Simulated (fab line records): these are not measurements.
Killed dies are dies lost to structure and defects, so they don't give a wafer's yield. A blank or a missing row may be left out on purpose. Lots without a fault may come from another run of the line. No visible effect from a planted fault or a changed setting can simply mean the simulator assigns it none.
fab line records	flow sky130
record: lots: 7	wafers: 21	lastDay: 48
route steps=708 shown LI_CONTACT@383 LOCAL_INTERCONNECT@387 PAD_OPEN@708
lots that met no fault: taken from a fault-free run of the same line
startH: hours from the record's first day to the start of the lot's first wafer shown	waitH: hours elapsed since this lot's preceding step	" the same as in the row above	L1.1+2: a single row standing in for several wafers	- no value, or no start given	* or withheld: withheld	< > ~ a bound
route shown NAME@n: NAME is a module with steps in the file, n the number in the route of the first one	usual: mean/standard deviation of fault-free wafers	same: alike in all rows	chamber/n: place in a boat	sites: each site's reading	_std_site: how widely they spread, as a standard deviation	_edge_site: mean of outer sites minus mean of inner sites	radiusMm: how far each site lies from the wafer's centre	mask NAME#n: copy n	behind: the tool/chamber that last shaped the wafer	hold: what put the lot on hold/how long, in hours/how the hold closed	device: which transistor (n, p or np) failed to switch	end of line: the tests these same wafers got at the end of their route	a step with no rows: only its recipe	killed: count of dies lost to structure and defects at first sort (not the wafer's yield)	map: dies across one wafer; x = killed, . = not, _ = none there
set.NAME: the run value of the setting; set.NAME@STEP: its run value at that earlier step	model.NAME: the simulator's own value behind a step, which no gauge read
lots at selected steps of the route; one table per step, one row per wafer
services: a tool's chamber out of use, with start hour (startH, from the record's first day; less than 0 if before it), hours out, and reason
== steps ==
step: SKY_LI_CONTACT_CVD_21
recipe: material: W	targetThkNm: 400	timeS: 120.56	tempC: 400	pressureTorr: 40
usual: heaterPowerW: 882/50
lot.wafer	tool	chamber	startH	waitH	heaterPowerW
L485.1	cvdW-01	1	682.51	0.0	941
L485.3	"	0	"	"	815
L485.4	"	1	"	"	941
L486.1	cvdW-01	0	690.58	0.0	800
L486.5	"	0	"	"	833
L486.6	"	1	"	"	947
L488.1	cvdW-02	0	710.28	0.0	861
L488.4	"	1	"	"	906
L488.5	"	0	"	"	848
L489.1	cvdW-01	0	710.98	0.1	827
L489.4	"	1	"	"	952
L489.6	"	0	"	"	817
L490.1	cvdW-02	0	714.13	0.0	847
L490.3	"	1	"	"	919
L490.4	"	0	"	"	856
L491.1	cvdW-01	1	731.03	0.0	938
L491.3	"	1	"	"	971
L491.5	"	1	"	"	936
L498.1	cvdW-01	1	781.78	0.0	939
L498.2	"	0	"	"	826
L498.6	"	1	"	"	943
step: SKY_LI_CONTACT_RS_MEAS_22
recipe: thkMeasGauge: four-point-probe	reads: W_of_LI_CONTACT_CVD_21+TiN_of_LI_CONTACT_SPUTTER_20+Ti_of_LI_CONTACT_SPUTTER_19
usual: LI_CONTACT_W_RS: 0.282/0.0058
lot.wafer	tool	chamber	startH	waitH	LI_CONTACT_W_RS[ohm/sq]
L485.1	filmMetro-02	-	682.64	0.1	0.284
L485.3	"	-	"	"	0.281
L485.4	"	-	"	"	0.286
L486.1	filmMetro-03	-	690.70	0.1	0.281
L486.5	"	-	"	"	0.281
L486.6	"	-	"	"	0.287
L488.1	filmMetro-04	-	710.40	0.1	0.280
L488.4	"	-	"	"	0.275
L488.5	"	-	"	"	0.282
L489.1	filmMetro-04	-	711.11	0.1	0.283
L489.4	"	-	"	"	0.287
L489.6	"	-	"	"	0.282
L490.1	filmMetro-04	-	714.25	0.1	0.280
L490.3	"	-	"	"	0.275
L490.4	"	-	"	"	0.281
L491.1	filmMetro-04	-	731.15	0.1	0.287
L491.3	"	-	"	"	0.287
L491.5	"	-	"	"	0.285
L498.1	filmMetro-02	-	781.90	0.1	0.292
L498.2	"	-	"	"	0.288
L498.6	"	-	"	"	0.287
step: SKY_LI_CONTACT_THK_MEAS_23
recipe: thkMeasGauge: xrf	reads: W_of_LI_CONTACT_CVD_21
usual: LI_CONTACT_W_THK: 411/9.4
lot.wafer	tool	chamber	startH	waitH	LI_CONTACT_W_THK[nm]
L485.1	filmMetro-02	-	682.76	0.1	403
L485.3	"	-	"	"	408
L485.4	"	-	"	"	403
L486.1	filmMetro-03	-	690.82	0.1	414
L486.5	"	-	"	"	415
L486.6	"	-	"	"	409
L488.1	filmMetro-04	-	710.52	0.1	410
L488.4	"	-	"	"	415
L488.5	"	-	"	"	407
L489.1	filmMetro-04	-	711.23	0.1	405
L489.4	"	-	"	"	397
L489.6	"	-	"	"	407
L490.1	filmMetro-04	-	714.37	0.1	409
L490.3	"	-	"	"	416
L490.4	"	-	"	"	406
L491.1	filmMetro-04	-	731.27	0.1	400
L491.3	"	-	"	"	401
L491.5	"	-	"	"	406
L498.1	filmMetro-02	-	782.02	0.1	397
L498.2	"	-	"	"	403
L498.6	"	-	"	"	406
step: SKY_LI_CONTACT_CMP_24
recipe: stopOn: PSG	tOverpolishS: 20	downForcePsi: 3.5	platenRpm: 60	targetThkNm: 0	padVelocityMS: 0.94248
usual: edgeZonePressureFrac: 1.000/0.0051	motorCurrentA: 10.9/1.1	overpolishRunS: 20.000/0.0099	retainingRingPressureFrac: 1.000/0.0055	timeToEndpointS: 96/5
lot.wafer	tool	chamber	startH	waitH	edgeZonePressureFrac	motorCurrentA	overpolishRunS	retainingRingPressureFrac	timeToEndpointS
L485.4	cmp-01	1	682.87	0.1	0.991	10.3	19.997	0.995	94
L485.3	"	2	"	"	0.987	11.0	20.002	1.000	98
L485.1	"	3	"	"	0.993	11.8	19.997	0.999	99
L486.1	cmp-01	3	690.93	0.1	0.998	11.9	20.004	1.010	100
L486.6	"	2	"	"	1.006	10.5	20.013	0.996	96
L486.5	"	3	"	"	1.002	11.9	20.014	1.006	97
L488.1	cmp-02	0	710.68	0.1	1.003	10.0	19.992	1.004	98
L488.4	"	1	"	"	0.994	9.8	19.984	1.000	105
L488.5	"	2	"	"	0.996	10.5	19.985	1.005	95
L489.1	cmp-02	1	711.34	0.1	0.992	9.4	20.010	1.004	98
L489.4	"	3	"	"	1.002	10.3	19.989	1.009	96
L489.6	"	0	"	"	1.004	10.1	20.004	1.005	94
L490.4	cmp-01	1	714.43	0.0	1.003	9.8	19.986	1.000	92
L490.1	"	2	"	"	0.995	10.9	20.003	1.001	93
L490.3	"	3	"	"	1.006	12.0	19.996	1.002	100
L491.1	cmp-02	2	731.43	0.1	0.997	11.0	19.986	0.999	96
L491.3	"	3	"	"	1.003	10.0	20.014	1.009	100
L491.5	"	0	"	"	0.998	10.1	20.020	1.004	98
L498.1	cmp-01	1	782.13	0.1	0.993	10.0	19.993	0.998	91
L498.2	"	3	"	"	1.005	11.8	20.011	1.008	96
L498.6	"	0	"	"	0.998	13.1	20.005	1.003	93
step: SKY_LOCAL_INTERCONNECT_SPUTTER_00
recipe: material: TiN	targetThkNm: 100	tempC: 300	powerW: 6500	timeS: 83.3	chamberPressurePa: 0.4
usual: throttleValvePct: 30.1/1.1
lot.wafer	tool	chamber	startH	waitH	throttleValvePct
L485.1	pvdSputter-03	-	683.12	0.1	30.2
L485.3	"	-	"	"	29.3
L485.4	"	-	"	"	29.2
L486.1	pvdSputter-01	-	691.18	0.2	31.1
L486.5	"	-	"	"	30.4
L486.6	"	-	"	"	30.8
L488.1	pvdSputter-03	-	710.88	0.1	30.8
L488.4	"	-	"	"	30.2
L488.5	"	-	"	"	29.1
L489.1	pvdSputter-04	-	711.59	0.2	30.9
L489.4	"	-	"	"	27.4
L489.6	"	-	"	"	27.6
L490.1	pvdSputter-03	-	714.73	0.2	29.4
L490.3	"	-	"	"	30.2
L490.4	"	-	"	"	29.1
L491.1	pvdSputter-04	-	731.63	0.1	30.8
L491.3	"	-	"	"	27.6
L491.5	"	-	"	"	27.4
L498.1	pvdSputter-03	-	782.38	0.2	29.3
L498.2	"	-	"	"	30.3
L498.6	"	-	"	"	29.4
step: SKY_LOCAL_INTERCONNECT_RS_MEAS_01
recipe: thkMeasGauge: four-point-probe	reads: TiN_of_LOCAL_INTERCONNECT_SPUTTER_00
usual: LOCAL_INTERCONNECT_TIN_RS: 14.13/0.16
lot.wafer	tool	chamber	startH	waitH	LOCAL_INTERCONNECT_TIN_RS[ohm/sq]
L485.1	filmMetro-02	-	683.18	0.0	14.13
L485.3	"	-	"	"	14.15
L485.4	"	-	"	"	14.39
L486.1	filmMetro-04	-	691.25	0.0	14.07
L486.5	"	-	"	"	14.16
L486.6	"	-	"	"	14.11
L488.1	filmMetro-01	-	710.95	0.0	14.10
L488.4	"	-	"	"	13.84
L488.5	"	-	"	"	13.94
L489.1	filmMetro-01	-	711.65	0.0	13.99
L489.4	"	-	"	"	13.89
L489.6	"	-	"	"	14.12
L490.1	filmMetro-01	-	714.80	0.0	14.01
L490.3	"	-	"	"	14.07
L490.4	"	-	"	"	14.22
L491.1	filmMetro-04	-	731.70	0.0	14.11
L491.3	"	-	"	"	13.93
L491.5	"	-	"	"	13.95
L498.1	filmMetro-02	-	782.45	0.0	14.12
L498.2	"	-	"	"	14.09
L498.6	"	-	"	"	14.23
step: SKY_LOCAL_INTERCONNECT_THK_MEAS_02
recipe: thkMeasGauge: xrf	reads: TiN_of_LOCAL_INTERCONNECT_SPUTTER_00
usual: LOCAL_INTERCONNECT_TIN_THK: 98.3/1
lot.wafer	tool	chamber	startH	waitH	LOCAL_INTERCONNECT_TIN_THK[nm]
L485.1	filmMetro-02	-	683.30	0.1	98.4
L485.3	"	-	"	"	98.3
L485.4	"	-	"	"	96.9
L486.1	filmMetro-04	-	691.37	0.1	98.0
L486.5	"	-	"	"	97.9
L486.6	"	-	"	"	97.8
L488.1	filmMetro-01	-	711.07	0.1	98.5
L488.4	"	-	"	"	100.7
L488.5	"	-	"	"	99.6
L489.1	filmMetro-01	-	711.77	0.1	99.2
L489.4	"	-	"	"	99.6
L489.6	"	-	"	"	98.6
L490.1	filmMetro-01	-	714.92	0.1	98.9
L490.3	"	-	"	"	99.1
L490.4	"	-	"	"	98.2
L491.1	filmMetro-04	-	731.82	0.1	98.4
L491.3	"	-	"	"	99.4
L491.5	"	-	"	"	99.7
L498.1	filmMetro-02	-	782.57	0.1	98.7
L498.2	"	-	"	"	99.2
L498.6	"	-	"	"	97.8
step: SKY_LOCAL_INTERCONNECT_DEHYDRATE_03
recipe: tempC: 200	timeS: 60
step: SKY_LOCAL_INTERCONNECT_HMDS_04
recipe: primeTimeS: 60	primeTempC: 120
step: SKY_LOCAL_INTERCONNECT_COAT_05
recipe: resist: BARC	tempC: withheld	timeS: withheld	spinRpm: 3000	resistThkNm: 60
step: SKY_LOCAL_INTERCONNECT_COAT_06
recipe: resist: KrF-thick	spinRpm: 3000	resistThkNm: 450
step: SKY_LOCAL_INTERCONNECT_SOFTBAKE_07
recipe: tempC: 100	timeS: 90	resist: KrF-thick
step: SKY_LOCAL_INTERCONNECT_EXPOSE_08
recipe: maskId: LI1M	na: 0.8	sourceShape: annular	sigmaInner: 0.55	sigmaOuter: 0.85	targetCdNm: 170	doseMj: 28
same: sigmaInner: 0.55
lot.wafer	tool	chamber	startH	waitH	mask	model.LOCAL_INTERCONNECT.overlayXNm
L485.1+3+4	krfScanner-01	0	697.52	-	LI1M#0	4.537
L486.1+5+6	krfScanner-02	0	705.44	-	LI1M#0	3.369
L488.1+4+5	krfScanner-02	0	724.12	-	LI1M#0	67.07
L489.1+4+6	krfScanner-01	0	725.84	-	LI1M#0	-4.568
L490.1+3+4	krfScanner-02	0	728.72	-	LI1M#0	67.03
L491.1+3+5	krfScanner-02	0	745.71	-	LI1M#0	68.49
L498.1+2+6	krfScanner-01	0	795.80	-	LI1M#0	-2.813
step: SKY_LOCAL_INTERCONNECT_PEB_09
recipe: pebTempC: withheld	pebTimeS: withheld	resist: KrF-thick
step: SKY_LOCAL_INTERCONNECT_DEVELOP_10
recipe: developTimeS: 60	resist: KrF-thick	devTempC: 21
step: SKY_LOCAL_INTERCONNECT_CD_MEAS_11
recipe: targetCdNm: 170
usual: cdNm: 169.9/1.2
lot.wafer	tool	chamber	startH	waitH	cdNm
L485.1	cdSem-01	-	711.75	-	170.6
L485.3	"	-	"	"	170.9
L485.4	"	-	"	"	171.3
L486.1	cdSem-01	-	719.27	-	168.0
L486.5	"	-	"	"	170.4
L486.6	"	-	"	"	169.9
L488.1	cdSem-01	-	738.16	-	171.3
L488.4	"	-	"	"	171.6
L488.5	"	-	"	"	171.2
L489.1	cdSem-01	-	739.16	-	170.2
L489.4	"	-	"	"	170.2
L489.6	"	-	"	"	169.3
L490.1	cdSem-01	-	742.62	-	170.5
L490.3	"	-	"	"	170.5
L490.4	"	-	"	"	170.1
L491.1	cdSem-01	-	758.95	-	168.9
L491.3	"	-	"	"	169.0
L491.5	"	-	"	"	168.9
L498.1	cdSem-02	-	808.56	-	170.0
L498.2	"	-	"	"	171.1
L498.6	"	-	"	"	169.3
step: SKY_LOCAL_INTERCONNECT_OVL_MEAS_12
usual: LOCAL_INTERCONNECT_OVL: 2/5.8
lot.wafer	tool	chamber	startH	waitH	LOCAL_INTERCONNECT_OVL[nm]
L485.1	overlay-01	-	711.87	0.1	5
L485.3	"	-	"	"	3
L485.4	"	-	"	"	-5
L486.1	overlay-02	-	719.39	0.1	8
L486.5	"	-	"	"	2
L486.6	"	-	"	"	-8
L488.1	overlay-01	-	738.28	0.1	74
L488.4	"	-	"	"	67
L488.5	"	-	"	"	74
L489.1	overlay-01	-	739.28	0.1	-11
L489.4	"	-	"	"	-9
L489.6	"	-	"	"	-7
L490.1	overlay-02	-	742.74	0.1	70
L490.3	"	-	"	"	73
L490.4	"	-	"	"	65
L491.1	overlay-01	-	759.07	0.1	71
L491.3	"	-	"	"	60
L491.5	"	-	"	"	70
L498.1	overlay-01	-	808.68	0.1	-3
L498.2	"	-	"	"	1
L498.6	"	-	"	"	-4
step: SKY_LOCAL_INTERCONNECT_ETCH_13
recipe: chemistry: N2/H2	target: BARC	ionEnergyEv: 200	biasW: 100	pressureMtorr: 30	n2FlowSccm: 100	h2FlowSccm: 200	icpW: 500	stopOn: SiO2	timeS: 45.9	targetDepthA: 600
usual: biasW: 99.95/0.29	drypumpMotorCurrentA: 6.1/0.4	heBacksideLeakSccm: 3.29/0.21	oesProductAu: 0.855/0.0047	throttleValvePct: 13.224/0.0087
lot.wafer	tool	chamber	startH	waitH	biasW	drypumpMotorCurrentA	heBacksideLeakSccm	oesProductAu	rfHoursCounterH	throttleValvePct
L485.1	rieMetal-04	1	711.90	0.0	100.32	5.4	3.29	0.851	2	13.225
L485.3	"	0	"	"	100.40	5.9	2.88	0.859	-	13.237
L485.4	"	1	"	"	100.38	5.4	3.24	0.851	-	13.232
L486.1	rieMetal-04	1	719.43	0.0	100.04	5.5	3.16	0.859	3	13.217
L486.5	"	1	"	"	99.72	5.4	3.04	0.843	-	13.233
L486.6	"	0	"	"	100.18	5.9	3.17	0.855	-	13.219
L488.1	rieMetal-01	0	738.32	0.0	100.08	6.6	3.31	0.851	7	13.233
L488.4	"	1	"	"	99.44	6.6	3.56	0.857	-	13.236
L488.5	"	1	"	"	99.82	6.6	3.61	0.861	-	13.208
L489.1	rieMetal-04	1	739.32	0.0	99.68	5.5	3.11	0.860	3	13.228
L489.4	"	0	"	"	100.32	5.9	2.91	0.851	-	13.208
L489.6	"	0	"	"	100.41	5.9	2.88	0.861	-	13.233
L490.1	rieMetal-02	1	742.78	0.0	99.57	5.8	3.42	0.844	6	13.213
L490.3	"	1	"	"	99.60	5.8	3.27	0.855	-	13.215
L490.4	"	0	"	"	99.46	6.1	3.45	0.855	-	13.227
L491.1	rieMetal-02	1	759.10	0.0	100.20	5.8	3.45	0.854	6	13.234
L491.3	"	1	"	"	99.72	5.8	3.38	0.857	-	13.213
L491.5	"	1	"	"	99.52	5.8	3.44	0.860	-	13.228
L498.1	rieMetal-01	0	808.72	0.0	100.18	6.6	3.14	0.845	9	13.211
L498.2	"	1	"	"	99.78	6.6	3.34	0.854	3	13.231
L498.6	"	1	"	"	100.14	6.6	3.50	0.856	-	13.214
step: SKY_PAD_OPEN_PROBE_99
usual: killed_at_M0_to_M3: 44/6	killed_at_M4_up: 2.9/1.5	killedAtContacts: 24/4.9	killedAtFrontEnd: 16/4.3	killedAtOther: 0.3/0.54	killedDies: 87/8.7	killedOpen: 48/6.7	killedShort: 39/5.9
same: grossDies: 492	killedAtBackSide: 0
lot.wafer	tool	chamber	startH	waitH	killed_at_M0_to_M3	killed_at_M4_up	killedAtContacts	killedAtFrontEnd	killedAtOther	killedDies	killedOpen	killedShort
L485.1	prober-02	-	1081.63	0.1	35	1	19	12	0	67	29	38
L485.3	prober-02	-	1081.73	0.2	50	6	24	16	0	96	57	39
L485.4	prober-02	-	1081.78	0.2	40	1	23	21	0	85	44	41
L486.1	prober-01	-	1085.88	0.1	49	2	22	10	0	83	48	35
L486.5	prober-01	-	1086.08	0.2	38	3	18	8	0	67	37	27
L486.6	prober-01	-	1086.13	0.2	39	2	29	12	0	82	44	36
L488.1	prober-02	-	1101.93	0.1	50	7	31	24	0	112	64	48
L488.4	prober-02	-	1102.08	0.2	43	1	31	7	0	82	37	45
L488.5	prober-02	-	1102.13	0.2	49	3	23	13	1	89	42	46
L489.1	prober-01	-	1103.43	0.1	41	2	30	16	0	89	51	38
L489.4	prober-01	-	1103.58	0.2	39	5	25	18	0	87	52	35
L489.6	prober-01	-	1103.68	0.2	47	2	23	16	1	89	49	39
L498.1	prober-01	-	1152.17	0.1	50	2	27	27	0	106	60	46
L498.2	prober-01	-	1152.22	0.1	44	5	20	18	0	87	51	36
L498.6	prober-01	-	1152.42	0.2	36	4	21	19	0	80	42	38
killed by level:class
L485.1 VIA1:geometricParticle:open=8 METAL2:geometricParticle:short=6 VIA2:geometricParticle:open=6 LI_CONTACT:geometricParticle:open=5 LOCAL_INTERCONNECT:geometricParticle:short=5 VIA1:geometricParticle:short=5 CONTACT:geometricParticle:short=4 CONTACT:geometricParticle:open=4
L485.3 VIA1:geometricParticle:open=17 VIA1:geometricParticle:short=9 CONTACT:geometricParticle:open=9 VIA2:geometricParticle:open=9 LI_CONTACT:geometricParticle:open=7 POLY_GATE:geometricParticle:open=6 POLY_GATE:geometricParticle:short=4 FIELD_ISO:geometricParticle:short=3
L485.4 CONTACT:geometricParticle:open=12 VIA1:geometricParticle:open=9 VIA1:geometricParticle:short=7 FIELD_ISO:geometricParticle:short=6 VIA2:geometricParticle:open=5 FIELD_ISO:geometricParticle:open=4 POLY_GATE:geometricParticle:open=4 CONTACT:geometricParticle:short=4
L486.1 VIA1:geometricParticle:open=10 CONTACT:geometricParticle:open=9 METAL2:geometricParticle:short=9 LI_CONTACT:geometricParticle:open=8 VIA2:geometricParticle:open=8 METAL1:geometricParticle:short=4 VIA3:geometricParticle:open=4 VIA2:geometricParticle:short=3
L486.5 VIA1:geometricParticle:open=8 LI_CONTACT:geometricParticle:open=7 CONTACT:geometricParticle:open=7 METAL1:geometricParticle:short=6 VIA2:geometricParticle:open=4 POLY_GATE:geometricParticle:short=3 METAL1:geometricParticle:open=3 VIA1:geometricParticle:short=3
L486.6 VIA1:geometricParticle:open=12 LI_CONTACT:geometricParticle:open=8 CONTACT:geometricParticle:open=8 LI_CONTACT:geometricParticle:short=6 LOCAL_INTERCONNECT:geometricParticle:short=4 POLY_GATE:geometricParticle:open=4 METAL2:geometricParticle:short=4 VIA2:geometricParticle:open=4
L488.1 LI_CONTACT:geometricParticle:open=10 FIELD_ISO:geometricParticle:short=9 VIA1:geometricParticle:open=9 CONTACT:geometricParticle:open=9 VIA3:geometricParticle:open=9 VIA2:geometricParticle:open=8 METAL1:geometricParticle:short=7 FIELD_ISO:geometricParticle:open=5
L488.4 CONTACT:geometricParticle:open=13 VIA1:geometricParticle:short=7 METAL2:geometricParticle:short=7 LI_CONTACT:geometricParticle:open=6 VIA1:geometricParticle:open=6 VIA2:geometricParticle:open=6 LOCAL_INTERCONNECT:geometricParticle:short=5 CONTACT:geometricParticle:short=5
L488.5 METAL2:geometricParticle:short=10 VIA1:geometricParticle:open=10 CONTACT:geometricParticle:open=8 LI_CONTACT:geometricParticle:open=6 CONTACT:geometricParticle:short=6 VIA2:geometricParticle:open=6 VIA1:geometricParticle:short=5 METAL3:geometricParticle:short=5
L489.1 CONTACT:geometricParticle:open=12 VIA1:geometricParticle:open=9 VIA3:geometricParticle:open=9 LI_CONTACT:geometricParticle:open=8 FIELD_ISO:geometricParticle:open=5 FIELD_ISO:geometricParticle:short=5 LI_CONTACT:geometricParticle:short=5 METAL2:geometricParticle:short=5
L489.4 CONTACT:geometricParticle:open=12 VIA1:geometricParticle:open=9 VIA2:geometricParticle:open=7 LI_CONTACT:geometricParticle:open=7 FIELD_ISO:geometricParticle:short=6 FIELD_ISO:geometricParticle:open=6 VIA3:geometricParticle:short=6 VIA3:geometricParticle:open=6
L489.6 LI_CONTACT:geometricParticle:open=8 VIA1:geometricParticle:open=8 METAL1:geometricParticle:short=7 VIA1:geometricParticle:short=7 POLY_GATE:geometricParticle:open=6 LI_CONTACT:geometricParticle:short=6 VIA2:geometricParticle:open=6 CONTACT:geometricParticle:open=5
L498.1 VIA1:geometricParticle:open=11 POLY_GATE:geometricParticle:open=9 CONTACT:geometricParticle:open=9 VIA3:geometricParticle:open=8 VIA2:geometricParticle:open=8 LI_CONTACT:geometricParticle:open=7 METAL1:geometricParticle:short=7 LOCAL_INTERCONNECT:geometricParticle:short=6
L498.2 VIA1:geometricParticle:open=16 CONTACT:geometricParticle:open=8 METAL2:geometricParticle:short=6 VIA2:geometricParticle:open=6 VIA3:geometricParticle:open=6 POLY_GATE:geometricParticle:short=5 FIELD_ISO:geometricParticle:short=4 LI_CONTACT:geometricParticle:open=4
L498.6 FIELD_ISO:geometricParticle:open=7 CONTACT:geometricParticle:open=7 LI_CONTACT:geometricParticle:open=7 VIA3:geometricParticle:open=7 FIELD_ISO:geometricParticle:short=5 LOCAL_INTERCONNECT:geometricParticle:short=5 VIA1:geometricParticle:open=5 VIA2:geometricParticle:open=5
== services ==
tool	chamber	startH	hours	kind
pvdSputter-01	-	662.25	4.1	repair
krfScanner-01	-	663.03	1.0	pm
cvdW-02	-	668.47	2.8	pm
krfScanner-02	-	669.90	0.8	pm
cvdW-01	-	683.83	4.3	repair
krfScanner-02	-	689.01	1.3	pm
rieMetal-04	-	690.63	0.4	repair
krfScanner-02	-	699.91	4.4	repair
cmp-02	-	709.11	0.5	repair
cmp-01	-	710.68	1.0	repair
krfScanner-01	-	712.66	4.0	pm
krfScanner-01	-	716.68	4.4	pm
krfScanner-02	-	746.39	1.0	pm
cmp-01	-	747.72	4.0	pm
rieMetal-04	0	749.70	6.0	repair
cvdW-01	0	750.18	1.9	repair
cvdW-02	0	751.11	1.4	repair
pvdSputter-03	-	758.04	2.7	repair
krfScanner-01	-	765.13	1.3	pm
cvdW-01	-	770.92	6.0	pm
cmp-01	-	772.32	6.8	pm
krfScanner-02	-	773.34	4.0	pm
krfScanner-01	-	777.36	0.8	pm
cmp-01	-	786.59	1.8	repair
== key ==
firstSign: step: SKY_LOCAL_INTERCONNECT_OVL_MEAS_12	reading: LOCAL_INTERCONNECT_OVL	direction: up	sigmas: 11	usual: 2	struck: 69
effect none on later readings
modelEffect: step: SKY_LOCAL_INTERCONNECT_EXPOSE_08	value: LOCAL_INTERCONNECT.overlayXNm	without: 0.3243	struck: 67.53
metAt SKY_LOCAL_INTERCONNECT_EXPOSE_08
struckWafers L488.1,L488.4,L488.5,L490.1,L490.3,L490.4,L491.1,L491.3,L491.5
testerLeftOut L488,L490,L491
onsetBetween 705.44 724.12
fault: kind: scannerMatchingOverlay	tool: krfScanner-02	chamber: -	onsetH: 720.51	steps: SKY_LOCAL_INTERCONNECT_EXPOSE_08	offset: 67.206
testerLeftOut: of these lots the tester's yield and bins aren't shown, on N5 and GAA mostly nor the transistor test; their killed dies are dies lost to structure and defects alone, not to doping, threshold or leakage, so they don't give the yield
